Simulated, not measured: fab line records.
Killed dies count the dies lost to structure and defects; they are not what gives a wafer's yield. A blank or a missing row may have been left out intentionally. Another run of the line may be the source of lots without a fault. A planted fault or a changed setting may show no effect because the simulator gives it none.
Which tool is to blame? || flow gf180mcu || Sampling: 13 lots, 39 wafers, 4 of 602 route steps

== WHAT EACH GAUGE READ, for each wafer ==
GF_POLY_GATE_THK_MEAS_01.
{"lot": "L708", "measured": "day 8 14:01", "on": "film metro-02", "POLY_GATE_CVD_00_THK (nm)": "201.1 201.4 200.3"}
{"lot": "L710", "measured": "day 9 10:13", "on": "film metro-03", "POLY_GATE_CVD_00_THK (nm)": "199.7 199.8 199.8"}
{"lot": "L712", "measured": "day 9 22:18", "on": "film metro-03", "POLY_GATE_CVD_00_THK (nm)": "197.6 198.4 198.5"}
{"lot": "L713", "measured": "day 10 03:25", "on": "film metro-03", "POLY_GATE_CVD_00_THK (nm)": "199.5 200.4 201.0"}
{"lot": "L716", "measured": "day 10 15:25", "on": "film metro-01", "POLY_GATE_CVD_00_THK (nm)": "200.3 201.3 203.1"}
{"lot": "L718", "measured": "day 11 02:35", "on": "film metro-02", "POLY_GATE_CVD_00_THK (nm)": "198.1 198.3 197.4"}
{"lot": "L724", "measured": "day 12 22:47", "on": "film metro-02", "POLY_GATE_CVD_00_THK (nm)": "201.1 199.9 198.7"}
{"lot": "L725", "measured": "day 13 03:14", "on": "film metro-03", "POLY_GATE_CVD_00_THK (nm)": "393.3 395.2 393.7"}
{"lot": "L726", "measured": "day 13 11:54", "on": "film metro-02", "POLY_GATE_CVD_00_THK (nm)": "197.8 199.7 197.4"}
{"lot": "L727", "measured": "day 13 21:55", "on": "film metro-02", "POLY_GATE_CVD_00_THK (nm)": "394.1 396.2 394.6"}
{"lot": "L728", "measured": "day 14 05:45", "on": "film metro-01", "POLY_GATE_CVD_00_THK (nm)": "391.4 391.7 391.5"}
{"lot": "L729", "measured": "day 14 17:50", "on": "film metro-03", "POLY_GATE_CVD_00_THK (nm)": "199.8 199.3 199.9"}
{"lot": "L730", "measured": "day 14 17:50", "on": "film metro-01", "POLY_GATE_CVD_00_THK (nm)": "199.6 197.8 197.6"}

GF_HV_LDD_CD_MEAS_31: the cd target is 400 nm.
{"lot": "L708", "measured": "day 11 14:50", "on": "cd sem-02", "cd nm (nm)": "399.6 400.1 402.7"}
{"lot": "L710", "measured": "day 12 13:28", "on": "cd sem-02", "cd nm (nm)": "397.8 398.2 396.8"}
{"lot": "L712", "measured": "day 13 04:12", "on": "cd sem-02", "cd nm (nm)": "398.2 398.3 400.7"}
{"lot": "L713", "measured": "day 13 08:44", "on": "cd sem-01", "cd nm (nm)": "402.7 402.7 403.0"}
{"lot": "L716", "measured": "day 13 22:29", "on": "cd sem-01", "cd nm (nm)": "405.0 404.2 404.8"}
{"lot": "L718", "measured": "day 14 11:28", "on": "cd sem-01", "cd nm (nm)": "402.2 399.8 401.8"}
{"lot": "L724", "measured": "day 16 13:25", "on": "cd sem-02", "cd nm (nm)": "401.6 399.1 398.7"}
{"lot": "L726", "measured": "day 17 08:37", "on": "cd sem-02", "cd nm (nm)": "399.8 401.5 400.6"}
{"lot": "L729", "measured": "day 18 14:20", "on": "cd sem-02", "cd nm (nm)": "401.4 401.1 401.1"}
{"lot": "L730", "measured": "day 18 15:36", "on": "cd sem-02", "cd nm (nm)": "402.2 403.3 404.2"}

GF_HV_LDD_RS_MEAS_53: measurement is done with a four-point probe.
{"lot": "L708", "measured": "day 12 10:35", "on": "film metro-03", "HV_LDD_RS (ohm/sq)": "419.0 419.3 419.5"}
{"lot": "L710", "measured": "day 13 10:24", "on": "film metro-03", "HV_LDD_RS (ohm/sq)": "418.9 418.3 418.8"}
{"lot": "L712", "measured": "day 14 02:14", "on": "film metro-03", "HV_LDD_RS (ohm/sq)": "417.2 418.3 417.8"}
{"lot": "L713", "measured": "day 14 05:38", "on": "film metro-03", "HV_LDD_RS (ohm/sq)": "418.7 419.8 418.8"}
{"lot": "L716", "measured": "day 14 20:19", "on": "film metro-04", "HV_LDD_RS (ohm/sq)": "418.0 417.9 417.1"}
{"lot": "L718", "measured": "day 15 08:46", "on": "film metro-03", "HV_LDD_RS (ohm/sq)": "418.2 418.8 418.4"}
{"lot": "L724", "measured": "day 17 13:35", "on": "film metro-03", "HV_LDD_RS (ohm/sq)": "418.4 419.4 418.2"}
{"lot": "L726", "measured": "day 18 09:35", "on": "film metro-01", "HV_LDD_RS (ohm/sq)": "419.0 418.4 418.6"}
{"lot": "L729", "measured": "day 19 16:17", "on": "film metro-04", "HV_LDD_RS (ohm/sq)": "418.3 419.4 418.9"}
{"lot": "L730", "measured": "day 19 16:38", "on": "film metro-01", "HV_LDD_RS (ohm/sq)": "417.7 417.4 416.7"}

== WHICH TOOL RAN EACH LOT (tool, then ch and the chambers of the sampled wafers, then the start) ==
{"lot": "L708", "GF_POLY_GATE_CVD_00": "lpcvd-01 ch 0, day 8 12:41"}
{"lot": "L710", "GF_POLY_GATE_CVD_00": "lpcvd-01 ch 1, day 9 08:53"}
{"lot": "L712", "GF_POLY_GATE_CVD_00": "lpcvd-01 ch 0, day 9 20:58"}
{"lot": "L713", "GF_POLY_GATE_CVD_00": "lpcvd-02 ch 0, day 10 02:02"}
{"lot": "L716", "GF_POLY_GATE_CVD_00": "lpcvd-01 ch 0, day 10 14:04"}
{"lot": "L718", "GF_POLY_GATE_CVD_00": "lpcvd-01 ch 1, day 11 01:15"}
{"lot": "L724", "GF_POLY_GATE_CVD_00": "lpcvd-02 ch 0, day 12 21:27"}
{"lot": "L725", "GF_POLY_GATE_CVD_00": "lpcvd-02 ch 1, day 13 01:54"}
{"lot": "L726", "GF_POLY_GATE_CVD_00": "lpcvd-01 ch 0, day 13 10:34"}
{"lot": "L727", "GF_POLY_GATE_CVD_00": "lpcvd-02 ch 1, day 13 20:35"}
{"lot": "L728", "GF_POLY_GATE_CVD_00": "lpcvd-02 ch 0, day 14 04:25"}
{"lot": "L729", "GF_POLY_GATE_CVD_00": "lpcvd-01 ch 0, day 14 16:29"}
{"lot": "L730", "GF_POLY_GATE_CVD_00": "lpcvd-01 ch 0, day 14 16:29"}
- GF_POLY_GATE_CVD_00: deposits poly-Si, target thk 200 nm, time 1200 s.

== WHAT THE TOOLS THEMSELVES READ (means of the sampled wafers that have a number; where no wafer has one, the mark that the record gives instead) ==
GF_POLY_GATE_CVD_00.
{"lot": "L708", "tool": "lpcvd-01", "spike tc bottom C (C)": 638.7, "spike tc centre C (C)": 619.4, "spike tc lower C (C)": 621.8, "spike tc top C (C)": 642.1, "spike tc upper C (C)": 619.3, "susceptor temp C (C)": 620.34, "zone power centre pct (%)": 10.24}
{"lot": "L710", "tool": "lpcvd-01", "spike tc bottom C (C)": 640.2, "spike tc centre C (C)": 621.7, "spike tc lower C (C)": 619.7, "spike tc top C (C)": 634.8, "spike tc upper C (C)": 618.8, "susceptor temp C (C)": 620.17, "zone power centre pct (%)": 10.17}
{"lot": "L712", "tool": "lpcvd-01", "spike tc bottom C (C)": 638.7, "spike tc centre C (C)": 620.1, "spike tc lower C (C)": 622.1, "spike tc top C (C)": 641.8, "spike tc upper C (C)": 620.0, "susceptor temp C (C)": 620.24, "zone power centre pct (%)": 10.21}
{"lot": "L713", "tool": "lpcvd-02", "spike tc bottom C (C)": 638.2, "spike tc centre C (C)": 620.8, "spike tc lower C (C)": 618.5, "spike tc top C (C)": 636.3, "spike tc upper C (C)": 619.8, "susceptor temp C (C)": 620.05, "zone power centre pct (%)": 9.90}
{"lot": "L716", "tool": "lpcvd-01", "spike tc bottom C (C)": 638.9, "spike tc centre C (C)": 621.0, "spike tc lower C (C)": 621.4, "spike tc top C (C)": 640.5, "spike tc upper C (C)": 619.5, "susceptor temp C (C)": 620.04, "zone power centre pct (%)": 10.22}
{"lot": "L718", "tool": "lpcvd-01", "spike tc bottom C (C)": 641.3, "spike tc centre C (C)": 621.8, "spike tc lower C (C)": 619.9, "spike tc top C (C)": 633.9, "spike tc upper C (C)": 618.1, "susceptor temp C (C)": 619.99, "zone power centre pct (%)": 10.13}
{"lot": "L724", "tool": "lpcvd-02", "spike tc bottom C (C)": 638.5, "spike tc centre C (C)": 621.6, "spike tc lower C (C)": 620.2, "spike tc top C (C)": 637.5, "spike tc upper C (C)": 621.8, "susceptor temp C (C)": 620.28, "zone power centre pct (%)": 9.92}
{"lot": "L725", "tool": "lpcvd-02", "spike tc bottom C (C)": 669.1, "spike tc centre C (C)": 652.1, "spike tc lower C (C)": 654.1, "spike tc top C (C)": 666.4, "spike tc upper C (C)": 653.0, "susceptor temp C (C)": 652.28, "zone power centre pct (%)": 10.93}
{"lot": "L726", "tool": "lpcvd-01", "spike tc bottom C (C)": 639.4, "spike tc centre C (C)": 620.0, "spike tc lower C (C)": 622.5, "spike tc top C (C)": 642.2, "spike tc upper C (C)": 619.0, "susceptor temp C (C)": 620.09, "zone power centre pct (%)": 10.21}
{"lot": "L727", "tool": "lpcvd-02", "spike tc bottom C (C)": 668.3, "spike tc centre C (C)": 652.5, "spike tc lower C (C)": 653.9, "spike tc top C (C)": 667.3, "spike tc upper C (C)": 653.4, "susceptor temp C (C)": 652.40, "zone power centre pct (%)": 11.02}
{"lot": "L728", "tool": "lpcvd-02", "spike tc bottom C (C)": 670.9, "spike tc centre C (C)": 652.5, "spike tc lower C (C)": 653.4, "spike tc top C (C)": 668.7, "spike tc upper C (C)": 653.0, "susceptor temp C (C)": 652.58, "zone power centre pct (%)": 10.95}
{"lot": "L729", "tool": "lpcvd-01", "spike tc bottom C (C)": 639.7, "spike tc centre C (C)": 619.1, "spike tc lower C (C)": 622.1, "spike tc top C (C)": 641.3, "spike tc upper C (C)": 619.5, "susceptor temp C (C)": 620.36, "zone power centre pct (%)": 10.27}
{"lot": "L730", "tool": "lpcvd-01", "spike tc bottom C (C)": 639.2, "spike tc centre C (C)": 620.0, "spike tc lower C (C)": 622.5, "spike tc top C (C)": 640.6, "spike tc upper C (C)": 621.0, "susceptor temp C (C)": 619.94, "zone power centre pct (%)": 10.32}

== THE ANSWER, worked out from the rows above alone ==
Rule: usual is defined by the lots themselves. The widest of any qualifying gaps counts: lots, ordered by their means at a reading, are off when they make up no more than a third of the lots, leave a main group of 4 or more, and stand apart from it by 3 or more times the standard deviation of that group's means. If all means in a main group match to the digits the tables above print for the reading, that group is not used. A lot without any number at a reading at which 4 lots or more have one is off too. Where the step has rows for the other lots, those lots are counted as sound. After the gauges, taken in route order, come the tools' own readings; for these a lot's mean is taken, as printed above. At the first step where some lot is off, the reading lying furthest off is the one used; lots without a number count as furthest.
Off: L725, L727, L728, at GF_POLY_GATE_THK_MEAS_01 (POLY_GATE_CVD_00_THK). Mean 199.5 nm and standard deviation 1.2 in the main group.
If a tool, at a process step before that reading, ran all the lots that are off and no sound lot after the first of them, it fits. Not tried: the gauges at GF_POLY_GATE_THK_MEAS_01; whatever is off there is also off at GF_POLY_GATE_CVD_00, on other tools, and gauge error can't account for it. One candidate fits, namely lpcvd-02 at GF_POLY_GATE_CVD_00. Its last sound lot is L724 (day 12 21:27), its first lot that is off L725 (day 13 01:54): a fault that began between those two fits.
The tool's own readings at GF_POLY_GATE_CVD_00 bear it out: on the lots that are off they differ by more than 5 times the standard deviation of the sound lots' means. spike tc bottom C reads 669.4 C there against 639.3 C on the sound lots; spike tc centre C reads 652.4 C there against 620.5 C on the sound lots; spike tc lower C reads 653.8 C there against 621.1 C on the sound lots; spike tc top C reads 667.5 C there against 639.1 C on the sound lots; spike tc upper C reads 653.1 C there against 619.7 C on the sound lots; susceptor temp C reads 652.42 C there against 620.15 C on the sound lots; zone power centre pct reads 10.97 % there against 10.16 % on the sound lots.

== WHAT THE SIMULATOR HAD INSERTED ==
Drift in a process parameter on lpcvd-02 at GF_POLY_GATE_CVD_00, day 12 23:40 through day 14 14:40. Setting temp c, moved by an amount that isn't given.
Struck lots among those shown: L725, L727, L728. The rule above reached the same finding.
